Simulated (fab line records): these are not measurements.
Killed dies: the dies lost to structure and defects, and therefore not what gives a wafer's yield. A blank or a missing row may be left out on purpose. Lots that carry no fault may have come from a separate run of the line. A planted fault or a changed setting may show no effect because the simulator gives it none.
fab line records | flow sky130
[record] lots = 6 wafers = 18 last-day = 50
route steps=708 shown SD_N@344 SD_P@359 RES_XHIGH@360 PAD_OPEN@708
lots untouched by any fault: they come from a run of this same line in which no faults occurred
start-h: hours from the record's first day to the start of the lot's first wafer shown | wait-h: how many hours have passed since the lot's step before this one | " unchanged from the row above | L1.1+2: a row that stands for several wafers | - no value, or no start given | * or withheld: withheld | < > ~ a bound
route shown NAME@n: NAME is a module with steps in the file, n the number in the route of the first one | usual: mean/standard deviation of fault-free wafers | same: alike in all rows | chamber/n: place in a boat | sites: the reading at each site | _std_site: standard deviation across them | _edge_site: inner sites' mean taken away from outer sites' mean | radius-mm: how far each site lies from the wafer's centre | mask NAME#n: copy n | behind: the most recent tool/chamber to have shaped the wafer | hold: cause of the lot's hold/its duration in hours/its outcome | device: the transistor (n, p or np) that didn't switch | end of line: the route-end tests of the same wafers | step lacking rows: just its recipe | killed: dies that structure and defects cost at the first sort, which is not the same as the wafer's yield | map: a wafer's dies, marking killed ones x, the rest . and places with no die _
set.NAME: the run value of the setting; set.NAME@STEP: its run value at that earlier step | model.NAME: the simulator's own value behind a step, which no gauge read
certain route steps with their lots: each step a table, each wafer a row
services: when a tool's chamber went out of use (start-h, in hours from the record's first day, below 0 if earlier), for how many hours, and the reason
[[steps]]
[step SKY_SD_N_COAT_02]
[recipe] resist = NOVOLAK spin-rpm = 3000 resist-thk-nm = 1140
[step SKY_SD_N_SOFTBAKE_03]
[recipe] temp-c = 90 time-s = 60 resist = NOVOLAK
[step SKY_SD_N_EXPOSE_04]
[recipe] mask-id = NSDM na = 0.6 source-shape = conventional sigma-outer = 0.6 polarization = unpolarized target-cd-nm = 380 dose-mj = 141
[step SKY_SD_N_PEB_05]
[recipe] temp-c = withheld time-s = * resist = NOVOLAK
[step SKY_SD_N_DEVELOP_06]
[recipe] resist = NOVOLAK developer = TMAH develop-time-s = 60 dev-temp-c = 23
[step SKY_SD_N_CD_MEAS_07]
[recipe] target-cd-nm = 380
[usual] cd-nm = 380.9/2.7
// columns lot.wafer tool chamber start-h wait-h cd-nm
L222.1 cd-sem-02 - 638.58 0.1 384.3
L222.3 " - " " 382.2
L222.4 " - " " 383.5
L225.2 cd-sem-02 - 683.77 0.1 382.0
L225.3 " - " " 379.4
L225.4 " - " " 381.0
L234.2 cd-sem-02 - 747.67 0.1 377.8
L234.4 " - " " 378.5
L234.5 " - " " 379.2
L236.1 cd-sem-02 - 760.44 0.1 382.0
L236.3 " - " " 380.7
L236.4 " - " " 382.7
L237.1 cd-sem-01 - 774.25 0.1 382.9
L237.2 " - " " 380.4
L237.4 " - " " 380.8
L243.1 cd-sem-01 - 829.23 0.1 381.4
L243.4 " - " " 382.2
L243.5 " - " " 380.4
[step SKY_SD_N_OVL_MEAS_08]
[usual] SD_N_OVL = -0.6/1.2
// columns lot.wafer tool chamber start-h wait-h SD_N_OVL[nm]
L222.1 overlay-01 - 638.70 0.1 -1.1
L222.3 " - " " -3.1
L222.4 " - " " -2.6
L225.2 overlay-01 - 683.87 0.1 -0.4
L225.3 " - " " -1.7
L225.4 " - " " 0.2
L234.2 overlay-01 - 747.77 0.1 -1.8
L234.4 " - " " 0.3
L234.5 " - " " -0.1
L236.1 overlay-01 - 760.56 0.1 -1.4
L236.3 " - " " -0.9
L236.4 " - " " -0.2
L237.1 overlay-02 - 774.37 0.1 -0.9
L237.2 " - " " 0.2
L237.4 " - " " -1.3
L243.1 overlay-02 - 829.35 0.1 0.7
L243.4 " - " " -1.3
L243.5 " - " " -0.4
[step SKY_SD_N_IMPLANT_09]
[recipe] species = As energy-kev = 50 dose-cm2 = 4e+15 tilt-deg = 0
[step SKY_SD_N_IMPLANT_10]
[recipe] species = P energy-kev = 20 dose-cm2 = 1e+14 tilt-deg = 0
[step SKY_SD_N_STRIP_11]
[recipe] chemistry = O2/N2 power-w = 1400 pressure-mtorr = 1500 platen-temp-c = withheld o2-flow-sccm = 3000 n2-flow-sccm = 300 overash-fraction = 0.5
[usual] drypump-motor-current-A = 5.96/0.21 n2-flow-sccm = 300.0/0.78 oes-product-au = 0.528/0.0051 strip-time-to-endpoint-s = 22.55/0.035
// columns lot.wafer tool chamber start-h wait-h drypump-motor-current-A n2-flow-sccm oes-product-au rf-hours-counter-h strip-time-to-endpoint-s
L222.1 plasma-asher-04 1 639.04 0.1 5.78 300.7 0.532 52 22.61
L222.3 " 0 " " 6.25 299.7 0.537 - 22.55
L222.4 " 1 " " 5.78 300.1 0.529 - 22.59
L225.2 plasma-asher-04 1 684.20 0.1 5.82 300.1 0.530 56 22.61
L225.3 " 1 " " 5.80 301.7 0.530 - 22.56
L225.4 " 0 " " 6.25 300.4 0.527 - 22.57
L234.2 plasma-asher-02 0 748.10 0.1 6.06 300.7 0.527 0 22.53
L234.4 " 0 " " 6.04 298.9 0.527 - 22.60
L234.5 " 1 " " 5.73 299.5 0.535 - 22.53
L236.1 plasma-asher-04 0 760.89 0.1 6.26 298.9 0.530 64 22.55
L236.3 " 0 " " 6.28 300.0 0.531 - 22.58
L236.4 " 1 " " 5.81 300.2 0.542 - 22.54
L237.1 plasma-asher-02 1 774.70 0.1 5.74 300.5 0.535 3 22.50
L237.2 " 0 " " 6.05 300.9 0.523 3 22.51
L237.4 " 0 " " 6.07 300.4 0.529 - 22.48
L243.1 plasma-asher-01 1 829.69 0.1 5.73 299.5 0.522 99 22.59
L243.4 " 0 " " 6.10 301.2 0.531 - 22.53
L243.5 " 1 " " 5.71 299.8 0.529 - 22.56
[step SKY_SD_N_TW_MEAS_12]
[usual] SD_N_TW = 4020/53
// columns lot.wafer tool chamber start-h wait-h SD_N_TW
L222.1 film-metro-01 - 639.14 0.1 3960
L222.3 " - " " 3958
L222.4 " - " " 3972
L225.2 film-metro-01 - 684.31 0.1 3932
L225.3 " - " " 3953
L225.4 " - " " 3958
L234.2 film-metro-03 - 748.21 0.1 4047
L234.4 " - " " 4057
L234.5 " - " " 4052
L236.1 film-metro-03 - 760.99 0.1 4055
L236.3 " - " " 4034
L236.4 " - " " 4024
L237.1 film-metro-02 - 774.80 0.1 4067
L237.2 " - " " 4090
L237.4 " - " " 4089
L243.1 film-metro-02 - 829.79 0.1 4101
L243.4 " - " " 4080
L243.5 " - " " 4061
[step SKY_SD_N_CLEAN_13]
[recipe] chemistry = SC1/SC2 mix = 1:4:20 temp-c = 70 time-s = 150 dry = n2-spin
[step SKY_SD_N_RTA_14]
[recipe] temp-c = 1075 time-s = 2 idle-temp-c = 650 ramp-up-c-per-s = 150 ramp-down-c-per-s = 90 ambient = N2
[usual] lamp-power-pct = 15.73/0.052 wafer_temp_C_max = 1078.0/1.4
// columns lot.wafer tool chamber start-h wait-h lamp-power-pct wafer_temp_C_max
L222.1 rtp-anneal-02 0 639.25 0.0 15.71 1078.5
L222.3 " 0 " " 15.67 1077.9
L222.4 " 0 " " 15.72 1077.2
L225.2 rtp-anneal-01 0 684.43 0.0 15.71 1076.5
L225.3 " 0 " " 15.65 1081.0
L225.4 " 0 " " 15.81 1079.1
L234.2 rtp-anneal-02 0 748.32 0.0 15.71 1078.3
L234.4 " 0 " " 15.77 1079.5
L234.5 " 0 " " 15.82 1079.5
L236.1 rtp-anneal-02 0 761.10 0.0 15.70 1082.3
L236.3 " 0 " " 15.76 1077.2
L236.4 " 0 " " 15.80 1076.7
L237.1 rtp-anneal-01 0 774.92 0.0 15.71 1076.7
L237.2 " 0 " " 15.71 1079.6
L237.4 " 0 " " 15.76 1078.5
L243.1 rtp-anneal-01 0 829.90 0.0 15.72 1076.5
L243.4 " 0 " " 15.84 1077.4
L243.5 " 0 " " 15.75 1078.7
[step SKY_SD_N_RS_MEAS_16]
[recipe] thk-meas-gauge = four-point-probe
[usual] SD_N_RS = 68.58/0.13
// columns lot.wafer tool chamber start-h wait-h SD_N_RS[ohm/sq]
L222.1 film-metro-03 - 639.42 0.1 68.64
L222.3 " - " " 68.90
L222.4 " - " " 68.62
L225.2 film-metro-02 - 684.61 0.1 68.40
L225.3 " - " " 68.49
L225.4 " - " " 68.34
L234.2 film-metro-02 - 748.51 0.1 71.27
L234.4 " - " " 71.09
L234.5 " - " " 71.27
L236.1 film-metro-01 - 761.28 0.1 71.29
L236.3 " - " " 71.30
L236.4 " - " " 71.28
L237.1 film-metro-03 - 775.10 0.1 68.68
L237.2 " - " " 68.49
L237.4 " - " " 68.73
L243.1 film-metro-03 - 830.08 0.1 68.78
L243.4 " - " " 68.63
L243.5 " - " " 68.75
[step SKY_SD_N_RS_MEAS_17]
[recipe] thk-meas-gauge = four-point-probe
[usual] SD_P_RS = 147.7/0.43
// columns lot.wafer tool chamber start-h wait-h SD_P_RS[ohm/sq]
L222.1 film-metro-03 - 639.54 0.1 148.2
L222.3 " - " " 148.2
L222.4 " - " " 148.3
L225.2 film-metro-02 - 684.73 0.1 147.6
L225.3 " - " " 147.4
L225.4 " - " " 147.2
L234.2 film-metro-02 - 748.63 0.1 162.3
L234.4 " - " " 162.4
L234.5 " - " " 162.1
L236.1 film-metro-01 - 761.40 0.1 163.3
L236.3 " - " " 163.3
L236.4 " - " " 163.2
L237.1 film-metro-03 - 775.22 0.1 148.0
L237.2 " - " " 147.9
L237.4 " - " " 147.3
L243.1 film-metro-03 - 830.20 0.1 148.6
L243.4 " - " " 147.8
L243.5 " - " " 148.1
[step SKY_SD_N_RS_MEAS_18]
[recipe] thk-meas-gauge = four-point-probe
[usual] RES_XHIGH_RS = 332.8/1.2
// columns lot.wafer tool chamber start-h wait-h RES_XHIGH_RS[ohm/sq]
L222.1 film-metro-03 - 639.66 0.1 333.6
L222.3 " - " " 333.7
L222.4 " - " " 332.8
L225.2 film-metro-02 - 684.85 0.1 332.7
L225.3 " - " " 334.4
L225.4 " - " " 333.7
L234.2 film-metro-02 - 748.75 0.1 334.2
L234.4 " - " " 332.9
L234.5 " - " " 332.5
L236.1 film-metro-01 - 761.52 0.1 335.2
L236.3 " - " " 334.4
L236.4 " - " " 334.0
L237.1 film-metro-03 - 775.34 0.1 332.5
L237.2 " - " " 333.1
L237.4 " - " " 332.6
L243.1 film-metro-03 - 830.32 0.1 334.9
L243.4 " - " " 333.8
L243.5 " - " " 333.2
[step SKY_PAD_OPEN_PROBE_99]
[usual] killed_at_M0_to_M3 = 43/7.3 killed_at_M4_up = 3.1/1.7 killed-at-contacts = 24/4.7 killed-at-front-end = 15/4.6 killed-at-other = 0.3/0.55 killed-dies = 86/9.7 killed-open = 47/6.7 killed-short = 39/6.5
[same] gross-dies = 492 killed-at-back-side = 0
// columns lot.wafer tool chamber start-h wait-h killed_at_M0_to_M3 killed_at_M4_up killed-at-contacts killed-at-front-end killed-at-other killed-dies killed-open killed-short model.etest.res-xhigh-po.line-ohm-um model.etest.res-xhigh-po.rs-ohm-sq-rim-less-centre model.etest.res-xhigh-po.rs-ohm-sq-range model.etest.res-xhigh-po.rs-ohm-sq model.etest.pfet_01v8.r-on-ohm-um model.etest.res-pdiff.line-ohm-um model.etest.tip-p.rs-ohm-sq model.etest.tip-p.rs-ohm-sq-rim-less-centre
L222.1 prober-01 - 1064.06 0.1 44 1 17 19 1 82 52 30 5809 -113.5 144.7 1996 2884 1349 6897 14.3
L222.3 prober-01 - 1064.16 0.2 50 2 24 14 0 90 44 46 5804 -122 145.6 2009 2878 1364 6804 41.67
L222.4 prober-01 - 1064.21 0.2 45 2 24 14 0 85 53 32 5677 -126 149.3 1949 2865 1371 6958 31.53
L225.2 prober-02 - 1099.42 0.1 43 3 27 16 0 89 53 36 5817 115.4 137.6 2028 2869 1416 6843 26.2
L225.3 prober-02 - 1099.47 0.2 38 1 28 20 0 87 46 41 5977 139.6 153 2110 2869 1401 6870 108.8
L225.4 prober-02 - 1099.52 0.2 43 1 16 14 0 74 43 31 5894 149.5 170.7 2044 2805 1390 6834 10.04
L234.2 prober-01 - 1145.65 0.1 42 4 23 15 0 84 41 43 6533 601.8 634.5 2275 3108 1540 6919 107.5
L234.4 prober-01 - 1145.75 0.2 45 6 23 15 0 89 46 43 6411 579.9 635.5 2249 3076 1562 6917 159.5
L234.5 prober-01 - 1145.80 0.2 42 6 27 13 0 88 39 49 6180 565.7 605.9 2199 3121 1534 6914 81.05
L236.1 prober-02 - 1154.24 0.1 28 3 23 13 0 67 35 32 7090 609.9 662.1 2487 3211 1544 7067 207.6
L236.3 prober-02 - 1154.34 0.2 33 5 25 18 1 82 46 36 7011 614.7 662.4 2454 3193 1489 6994 213.2
L236.4 prober-02 - 1154.39 0.2 31 2 12 21 2 68 40 28 7270 648.2 702.8 2566 3178 1527 7005 226.5
L237.1 prober-01 - 1160.34 0.1 39 3 26 13 0 81 47 34 6191 64.32 106.6 2152 2878 1379 6955 131.5
L237.2 prober-01 - 1160.39 0.1 40 5 24 11 0 80 39 41 5936 27.49 67.39 2063 2882 1358 6942 -18.17
L237.4 prober-01 - 1160.49 0.2 51 3 16 8 0 78 40 38 5999 34.68 84.14 2130 2944 1368 6947 -21.29
L243.1 prober-01 - 1200.17 0.1 36 4 32 17 0 89 47 42 5646 33.86 72.39 1980 3010 1420 6860 -16.4
L243.4 prober-01 - 1200.32 0.2 46 6 21 10 0 83 41 42 5677 19.9 92.17 2005 3012 1396 6823 -39.7
L243.5 prober-01 - 1200.37 0.2 45 3 25 9 0 82 45 37 5698 30.5 86.36 2033 3029 1417 6897 47.56
// killed by level:class
L222.1 VIA1:geometric-particle:open=13 CONTACT:geometric-particle:open=10 FIELD_ISO:geometric-particle:open=7 VIA3:geometric-particle:open=6 METAL2:geometric-particle:short=5 VIA2:geometric-particle:open=5 FIELD_ISO:geometric-particle:short=4 POLY_CUT:geometric-particle:short=3
L222.3 CONTACT:geometric-particle:open=9 VIA3:geometric-particle:open=8 POLY_GATE:geometric-particle:short=7 LI_CONTACT:geometric-particle:open=7 VIA2:geometric-particle:open=6 METAL2:geometric-particle:short=6 METAL3:geometric-particle:short=6 VIA1:geometric-particle:open=5
L222.4 VIA1:geometric-particle:open=14 CONTACT:geometric-particle:open=8 VIA2:geometric-particle:open=8 LI_CONTACT:geometric-particle:open=6 CONTACT:geometric-particle:short=6 METAL2:geometric-particle:short=6 VIA3:geometric-particle:open=6 FIELD_ISO:geometric-particle:short=3
L225.2 VIA1:geometric-particle:open=14 LI_CONTACT:geometric-particle:open=8 CONTACT:geometric-particle:open=8 VIA2:geometric-particle:open=8 FIELD_ISO:geometric-particle:open=6 LOCAL_INTERCONNECT:geometric-particle:short=6 VIA1:geometric-particle:short=6 METAL1:geometric-particle:short=4
L225.3 CONTACT:geometric-particle:open=10 VIA1:geometric-particle:open=7 LI_CONTACT:geometric-particle:open=6 FIELD_ISO:geometric-particle:open=5 POLY_GATE:geometric-particle:short=5 VIA1:geometric-particle:short=5 METAL2:geometric-particle:short=5 METAL1:geometric-particle:short=5
L225.4 VIA3:geometric-particle:open=7 VIA1:geometric-particle:open=7 VIA2:geometric-particle:open=6 METAL2:geometric-particle:short=6 LI_CONTACT:geometric-particle:open=5 METAL1:geometric-particle:open=5 METAL1:geometric-particle:short=4 CONTACT:geometric-particle:short=4
L234.2 LOCAL_INTERCONNECT:geometric-particle:short=9 VIA1:geometric-particle:open=9 VIA2:geometric-particle:open=6 VIA1:geometric-particle:short=5 METAL2:geometric-particle:short=5 LI_CONTACT:geometric-particle:open=5 VIA3:geometric-particle:open=5 METAL3:geometric-particle:short=5
L234.4 VIA1:geometric-particle:open=10 LI_CONTACT:geometric-particle:open=8 METAL1:geometric-particle:short=8 POLY_GATE:geometric-particle:open=7 VIA3:geometric-particle:open=6 CONTACT:geometric-particle:open=5 VIA1:geometric-particle:short=5 LOCAL_INTERCONNECT:geometric-particle:short=4
L234.5 VIA1:geometric-particle:open=13 METAL1:geometric-particle:short=8 CONTACT:geometric-particle:short=7 FIELD_ISO:geometric-particle:short=6 LI_CONTACT:geometric-particle:open=6 LOCAL_INTERCONNECT:geometric-particle:short=6 POLY_GATE:geometric-particle:short=5 CONTACT:geometric-particle:open=5
L236.1 VIA1:geometric-particle:open=10 LI_CONTACT:geometric-particle:open=8 POLY_GATE:geometric-particle:short=6 LOCAL_INTERCONNECT:geometric-particle:short=5 CONTACT:geometric-particle:open=5 METAL1:geometric-particle:short=4 VIA1:geometric-particle:short=4 METAL2:geometric-particle:short=4
L236.3 CONTACT:geometric-particle:open=10 VIA3:geometric-particle:open=8 POLY_GATE:geometric-particle:open=7 VIA1:geometric-particle:open=7 VIA1:geometric-particle:short=6 LI_CONTACT:geometric-particle:open=5 CONTACT:geometric-particle:short=5 METAL4:geometric-particle:short=5
L236.4 VIA1:geometric-particle:open=8 VIA3:geometric-particle:open=5 POLY_GATE:geometric-particle:open=5 CONTACT:geometric-particle:open=5 FIELD_ISO:geometric-particle:short=4 POLY_GATE:geometric-particle:short=4 LI_CONTACT:geometric-particle:open=4 METAL1:geometric-particle:short=4
L237.1 VIA3:geometric-particle:open=10 CONTACT:geometric-particle:open=8 LI_CONTACT:geometric-particle:open=8 CONTACT:geometric-particle:short=8 VIA2:geometric-particle:open=6 POLY_GATE:geometric-particle:open=5 VIA1:geometric-particle:open=5 POLY_GATE:geometric-particle:short=4
L237.2 LI_CONTACT:geometric-particle:open=10 VIA1:geometric-particle:short=9 CONTACT:geometric-particle:short=6 METAL1:geometric-particle:short=6 VIA2:geometric-particle:open=6 VIA1:geometric-particle:open=4 METAL2:geometric-particle:short=4 FIELD_ISO:geometric-particle:open=3
L237.4 VIA1:geometric-particle:open=12 VIA3:geometric-particle:open=8 METAL1:geometric-particle:short=8 VIA1:geometric-particle:short=5 LI_CONTACT:geometric-particle:open=4 CONTACT:geometric-particle:short=4 CONTACT:geometric-particle:open=4 METAL1:geometric-particle:open=4
L243.1 CONTACT:geometric-particle:open=18 VIA1:geometric-particle:open=9 METAL1:geometric-particle:short=7 CONTACT:geometric-particle:short=6 LI_CONTACT:geometric-particle:open=5 METAL2:geometric-particle:short=5 VIA2:geometric-particle:short=5 FIELD_ISO:geometric-particle:short=4
L243.4 VIA1:geometric-particle:open=15 VIA2:geometric-particle:short=9 LOCAL_INTERCONNECT:geometric-particle:short=6 CONTACT:geometric-particle:open=6 METAL2:geometric-particle:short=6 VIA3:geometric-particle:open=6 POLY_GATE:geometric-particle:short=5 METAL1:geometric-particle:short=4
L243.5 VIA1:geometric-particle:open=12 CONTACT:geometric-particle:open=9 VIA2:geometric-particle:open=9 LOCAL_INTERCONNECT:geometric-particle:short=7 VIA1:geometric-particle:short=7 LI_CONTACT:geometric-particle:open=5 VIA3:geometric-particle:open=5 METAL1:geometric-particle:short=4
[[services]]
// columns tool chamber start-h hours kind
plasma-asher-02 - 733.75 9.0 pm
plasma-asher-02 0 733.75 9.0 vent-cycle
plasma-asher-02 1 733.75 9.0 vent-cycle
plasma-asher-04 - 739.09 2.0 repair
plasma-asher-02 0 742.75 - clean
plasma-asher-02 1 742.75 - clean
plasma-asher-02 - 744.18 2.7 repair
plasma-asher-01 - 749.83 0.6 repair
rtp-anneal-02 - 815.82 43.7 pm
plasma-asher-01 - 823.15 2.8 pm
[[key]]
[first-sign] step = SKY_SD_N_RS_MEAS_16 reading = SD_N_RS direction = up sigmas = 20 usual = 68.58 struck = 71.25
[effect] step = SKY_SD_N_RS_MEAS_17 reading = SD_P_RS direction = up sigmas = 35 usual = 147.7 struck = 162.8
[model-effect] step = SKY_PAD_OPEN_PROBE_99 value = etest.res-xhigh-po.line-ohm-um without = 5691 struck = 6749
met-at SKY_SD_N_RTA_14
struck-wafers L234.2,L234.4,L234.5,L236.1,L236.3,L236.4
tester-left-out L234,L236
onset-between 639.25 748.32
[fault] kind = process-parameter-drift tool = rtp-anneal-02 chamber = - onset-h = 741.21 steps = SKY_SD_N_RTA_14 channel = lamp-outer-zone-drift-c offset = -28 shape = step end-h = 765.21
// tester-left-out: of these lots the tester's yield and bins aren't shown, on N5 and GAA mostly nor the transistor test; their killed dies are dies lost to structure and defects alone, not to doping, threshold or leakage, so they don't give the yield
